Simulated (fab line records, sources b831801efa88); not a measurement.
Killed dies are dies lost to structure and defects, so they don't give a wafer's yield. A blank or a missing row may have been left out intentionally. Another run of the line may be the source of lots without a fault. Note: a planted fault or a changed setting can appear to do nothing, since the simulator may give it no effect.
Which of the tools did it? | flow gf180mcu | 12 lots with 36 wafers sampled at 6 steps, on a route of 602 steps

WHAT THE GAUGES SHOWED, per wafer
GF_DNWELL_TW_MEAS_09. Usual: for DNWELL_TW the level is 1356 and the standard deviation is 8.4.
lot  | measured    | on            | DNWELL_TW      | flag
L731 | day 2 20:26 | film_metro-02 | 1362 1359 1355 |
L732 | day 3 00:53 | film_metro-02 | 1355 1360 1362 |
L733 | day 3 06:16 | film_metro-03 | 1353 1348 1352 |
L734 | day 3 11:09 | film_metro-03 | 1347 1345 1340 |
L735 | day 3 20:04 | film_metro-02 | 1358 1353 1362 |
L739 | day 4 14:32 | film_metro-02 | 1355 1357 1347 |
L740 | day 5 00:50 | film_metro-04 | 1346 1342 1339 |
L742 | day 5 06:26 | film_metro-03 | 1350 1352 1356 |
L743 | day 5 11:38 | film_metro-03 | 1347 1346 1352 |
L749 | day 6 18:43 | film_metro-03 | 31 31 31       | OFF
L750 | day 6 23:48 | film_metro-02 | 1353 1363 1344 |
L754 | day 7 20:14 | film_metro-02 | 1362 1365 1367 |

GF_NWELL_TW_MEAS_11. Usual: for NWELL_TW the level is 1570 and the standard deviation is 8.4.
lot  | measured    | on            | NWELL_TW       | flag
L731 | day 3 09:22 | film_metro-01 | 1572 1569 1574 |
L732 | day 3 14:25 | film_metro-03 | 1571 1571 1583 |
L733 | day 3 18:20 | film_metro-04 | 1575 1574 1566 |
L734 | day 3 23:44 | film_metro-03 | 1568 1569 1563 |
L735 | day 4 09:25 | film_metro-03 | 1573 1581 1577 |
L739 | day 5 05:10 | film_metro-04 | 1562 1548 1562 |
L740 | day 5 15:49 | film_metro-03 | 1570 1571 1571 |
L742 | day 5 21:35 | film_metro-03 | 1585 1585 1575 |
L743 | day 6 02:40 | film_metro-01 | 1570 1563 1565 |
L749 | day 7 10:43 | film_metro-04 | 1828 1833 1828 | OFF
L750 | day 7 16:35 | film_metro-04 | 1569 1569 1555 |
L754 | day 8 12:43 | film_metro-03 | 1578 1576 1566 |

GF_M2_RS_MEAS_05: measurement is done with a four-point probe. Usual: for M2_ALCU_RS the level is 0.0696 ohm/sq and the standard deviation is 0.00096.
lot  | measured     | on            | M2_ALCU_RS (ohm/sq)  | flag
L731 | day 18 13:47 | film_metro-03 | 0.0707 0.0698 0.0700 |
L732 | day 18 20:10 | film_metro-04 | 0.0704 0.0695 0.0701 |
L733 | day 19 01:12 | film_metro-04 | 0.0703 0.0686 0.0699 |
L734 | day 19 20:33 | film_metro-04 | 0.0701 0.0702 0.0702 |
L735 | day 20 01:34 | film_metro-02 | 0.0694 0.0687 0.0692 |
L739 | day 21 15:47 | film_metro-02 | 0.0696 0.0696 0.0700 |
L740 | day 22 08:07 | film_metro-02 | 0.0700 0.0699 0.0699 |
L742 | day 22 16:01 | film_metro-02 | 0.0677 0.0682 0.0678 |
L743 | day 22 22:34 | film_metro-04 | 0.0686 0.0678 0.0690 |
L749 | day 24 22:41 | film_metro-02 | 0.0704 0.0708 0.0706 |
L750 | day 25 09:45 | film_metro-04 | 0.0712 0.0712 0.0707 |
L754 | day 26 08:49 | film_metro-02 | 0.0717 0.0701 0.0709 |

WHAT TOOL EACH LOT RAN ON (gives the tool, then ch and the chambers of the sampled wafers, and finally the start)
lot  | GF_DNWELL_EXPOSE_04                | GF_V1_CMP_04                  | GF_M2_SPUTTER_02
L731 | iline_stepper-02 ch 0, day 2 13:59 | cmp-02 ch 1,2,3, day 17 08:10 | pvd_sputter-02, day 18 13:42
L732 | iline_stepper-02 ch 0, day 2 18:44 | cmp-01 ch 0,1,3, day 17 18:07 | pvd_sputter-02, day 18 20:03
L733 | iline_stepper-02 ch 0, day 3 00:05 | cmp-01 ch 0,2,3, day 17 23:16 | pvd_sputter-04, day 19 01:03
L734 | iline_stepper-01 ch 0, day 3 05:10 | cmp-02 ch 0,1,2, day 18 18:16 | pvd_sputter-01, day 19 20:26
L735 | iline_stepper-02 ch 0, day 3 13:47 | cmp-02 ch 0,1,3, day 18 23:14 | pvd_sputter-02, day 20 01:28
L739 | iline_stepper-02 ch 0, day 4 08:02 | cmp-02 ch 0,1,2, day 20 13:30 | pvd_sputter-02, day 21 15:42
L740 | iline_stepper-02 ch 0, day 4 17:38 | cmp-02 ch 1,2,3, day 21 06:44 | pvd_sputter-02, day 22 08:00
L742 | iline_stepper-01 ch 0, day 4 23:05 | cmp-02 ch 0,2, day 21 14:41   | pvd_sputter-04, day 22 15:53
L743 | iline_stepper-01 ch 0, day 5 03:43 | cmp-01 ch 1,2, day 21 21:08   | pvd_sputter-04, day 22 22:28
L749 | iline_stepper-02 ch 0, day 6 10:59 | cmp-01 ch 0,2,3, day 23 22:02 | pvd_sputter-02, day 24 22:36
L750 | iline_stepper-02 ch 0, day 6 15:55 | cmp-01 ch 0,3, day 24 09:10   | pvd_sputter-02, day 25 09:36
L754 | iline_stepper-01 ch 0, day 7 11:51 | cmp-02 ch 0,1,2, day 25 09:28 | pvd_sputter-02, day 26 08:42
- GF_DNWELL_EXPOSE_04: exposes mask DNWELL, target cd 1700 nm.
- GF_V1_CMP_04: polishes SiO2.
- GF_M2_SPUTTER_02: material AlCu, target thk 450 nm, time 23.9 s.

WHAT THE TOOLS THEMSELVES READ (means of the sampled wafers that have a number; where no wafer has one, the mark that the record gives instead)
GF_DNWELL_EXPOSE_04. Usual: stage_vel_mm_s 500.00 mm/s, standard deviation 0.23.
lot  | tool             | stage_vel_mm_s (mm/s) | flag
L731 | iline_stepper-02 | 500.02                |
L732 | iline_stepper-02 | 499.88                |
L733 | iline_stepper-02 | 499.94                |
L734 | iline_stepper-01 | 500.09                |
L735 | iline_stepper-02 | 499.98                |
L739 | iline_stepper-02 | 500.19                |
L740 | iline_stepper-02 | 499.57                |
L742 | iline_stepper-01 | 500.16                |
L743 | iline_stepper-01 | 499.99                |
L749 | iline_stepper-02 | 500.10                |
L750 | iline_stepper-02 | 499.83                |
L754 | iline_stepper-01 | 500.22                |

GF_V1_CMP_04. Usual: motor_current_A 11.3 A, standard deviation 0.91; time_to_endpoint_s 83 s, standard deviation 5.5.
lot  | tool   | motor_current_A (A) | time_to_endpoint_s (s) | flag
L731 | cmp-02 | 10.7                | 77                     |
L732 | cmp-01 | 12.8                | 94                     |
L733 | cmp-01 | 11.5                | 87                     |
L734 | cmp-02 | 10.5                | 84                     |
L735 | cmp-02 | 11.0                | 82                     |
L739 | cmp-02 | 10.8                | 86                     |
L740 | cmp-02 | 10.9                | 86                     |
L742 | cmp-02 | 10.5                | 80                     |
L743 | cmp-01 | 12.1                | 78                     |
L749 | cmp-01 | 11.9                | 81                     |
L750 | cmp-01 | 12.2                | 78                     |
L754 | cmp-02 | 10.4                | 81                     |

GF_M2_SPUTTER_02. Usual: throttle_valve_pct 30.1 %, standard deviation 1.6.
lot  | tool           | throttle_valve_pct (%) | flag
L731 | pvd_sputter-02 | 30.0                   |
L732 | pvd_sputter-02 | 29.2                   |
L733 | pvd_sputter-04 | 30.2                   |
L734 | pvd_sputter-01 | 30.8                   |
L735 | pvd_sputter-02 | 29.1                   |
L739 | pvd_sputter-02 | 30.0                   |
L740 | pvd_sputter-02 | 31.0                   |
L742 | pvd_sputter-04 | 30.7                   |
L743 | pvd_sputter-04 | 30.7                   |
L749 | pvd_sputter-02 | 29.9                   |
L750 | pvd_sputter-02 | 30.3                   |
L754 | pvd_sputter-02 | 29.2                   |

THE ANSWER, worked out from the rows above alone
Rule: lot off if the mean of its wafers having a number is beyond 3 standard deviations from the usual mean. A lot without any number at a reading at which 4 lots or more have one is off too. Where the step has rows for the other lots, those lots are counted as sound. Order of review: gauges by route order, followed by the tools' own readings, for which a lot's mean as printed above is used. At the first step where some lot is off, the reading lying furthest off is the one used; lots without a number count as furthest.
Off: L749, seen at GF_DNWELL_TW_MEAS_09 (DNWELL_TW).
If a tool, at a process step before that reading, ran all the lots that are off and no sound lot after the first of them, it fits. The gauges at GF_DNWELL_TW_MEAS_09 aren't tried: what is off there is off at GF_NWELL_TW_MEAS_11 too, on other tools, and a gauge's error can't cause that. None of those tried fits.

WHAT HAD BEEN PUT IN BY THE SIMULATOR
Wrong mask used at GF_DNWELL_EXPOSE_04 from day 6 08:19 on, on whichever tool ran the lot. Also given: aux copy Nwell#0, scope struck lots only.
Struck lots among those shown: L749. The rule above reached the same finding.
